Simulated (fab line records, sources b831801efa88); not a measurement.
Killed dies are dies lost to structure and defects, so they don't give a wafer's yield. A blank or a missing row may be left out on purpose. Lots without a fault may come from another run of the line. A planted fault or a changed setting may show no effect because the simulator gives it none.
A struck lot beside a sound one | flow sky130 | 15 steps out of a route of 708
Sound: wafers L879.3, L879.5, L879.6. Struck: wafers L889.1, L889.2, L889.6. The cause comes at the end.
At each step with rows: each side's tool, then ch and its chambers, then its first start. Under that, the readings that differ: sound wafers | struck wafers | difference of the means | sigmas: that difference in standard deviations of wafers without a fault.
alike: readings whose means differ by less than 2 such deviations, and words and numbers that are the same on both sides. not compared: withheld readings, readings that some wafer has no value for, bounds like >300 that may hide the same value, and numbers for which the record gives no deviation and whose values overlap.
The two part at a step that has a row with sigmas, a row that says differs or no value, or rows on one side only. Numbers that don't overlap but have no deviation are shown without sigmas and don't part them. A reading that every wafer of one side lacks parts them only if that side has two wafers or more.

first, 1 step without rows for these wafers: SKY_VT_ADJUST_NCORE_IMPLANT_09.
SKY_VT_ADJUST_NCORE_STRIP_10: strips in O2/N2.
  sound on plasma_asher-04 ch 0,1, day 9 08:50; struck on plasma_asher-02 ch 0,1, day 11 19:36
  alike: chamber_pressure_mTorr, drypump_motor_current_A, oes_product_au, strip_time_to_endpoint_s
  not compared: rf_hours_counter_h
SKY_VT_ADJUST_NCORE_TW_MEAS_11:
  sound on film_metro-02, day 9 08:55; struck on film_metro-02, day 11 19:42
  alike: VT_ADJUST_NCORE_TW
then, 7 steps without rows for these wafers: SKY_VT_ADJUST_HVTR_DEHYDRATE_00 (time 60 s); SKY_VT_ADJUST_HVTR_HMDS_01 (prime time 60 s); SKY_VT_ADJUST_HVTR_COAT_02 (resist thk 1140 nm); SKY_VT_ADJUST_HVTR_SOFTBAKE_03 (time 60 s); SKY_VT_ADJUST_HVTR_EXPOSE_04 (exposes mask HVTRM, target cd 380 nm); SKY_VT_ADJUST_HVTR_PEB_05; SKY_VT_ADJUST_HVTR_DEVELOP_06 (develop time 60 s).
SKY_VT_ADJUST_HVTR_CD_MEAS_07: target cd 380 nm.
  sound on cd_sem-01, day 10 06:47; struck on cd_sem-01, day 12 20:15
  alike: cd_nm
SKY_VT_ADJUST_HVTR_OVL_MEAS_08:
  sound on overlay-02, day 10 06:53; struck on overlay-02, day 12 20:22
  alike: VT_ADJUST_HVTR_OVL
SKY_VT_ADJUST_HVTR_IMPLANT_09:
  sound on implanter-04 ch 0, day 10 06:58; struck on implanter-03, day 12 20:24
  no value came back on the struck wafers for beam_energy_keV, beam_on_s (s); on the sound wafers beam_energy_keV reads 9.997 9.992 9.998
SKY_VT_ADJUST_HVTR_STRIP_10: strips in O2/N2.
  sound on plasma_asher-04 ch 0,1, day 10 07:05; struck on plasma_asher-01 ch 0,1, day 12 20:33
  alike: chamber_pressure_mTorr, drypump_motor_current_A, oes_product_au, strip_time_to_endpoint_s
  not compared: rf_hours_counter_h
SKY_VT_ADJUST_HVTR_TW_MEAS_11:
  sound on film_metro-03, day 10 07:11; struck on film_metro-03, day 12 20:39
  reading           | sound             | struck         | difference | sigmas
  VT_ADJUST_HVTR_TW | 208.8 209.0 209.1 | 29.7 29.7 29.7 | -179.3     | -99 or more

WHERE THEY PART
First at SKY_VT_ADJUST_HVTR_IMPLANT_09; last, within this record, at SKY_VT_ADJUST_HVTR_TW_MEAS_11.

WHY: what the simulator had put in
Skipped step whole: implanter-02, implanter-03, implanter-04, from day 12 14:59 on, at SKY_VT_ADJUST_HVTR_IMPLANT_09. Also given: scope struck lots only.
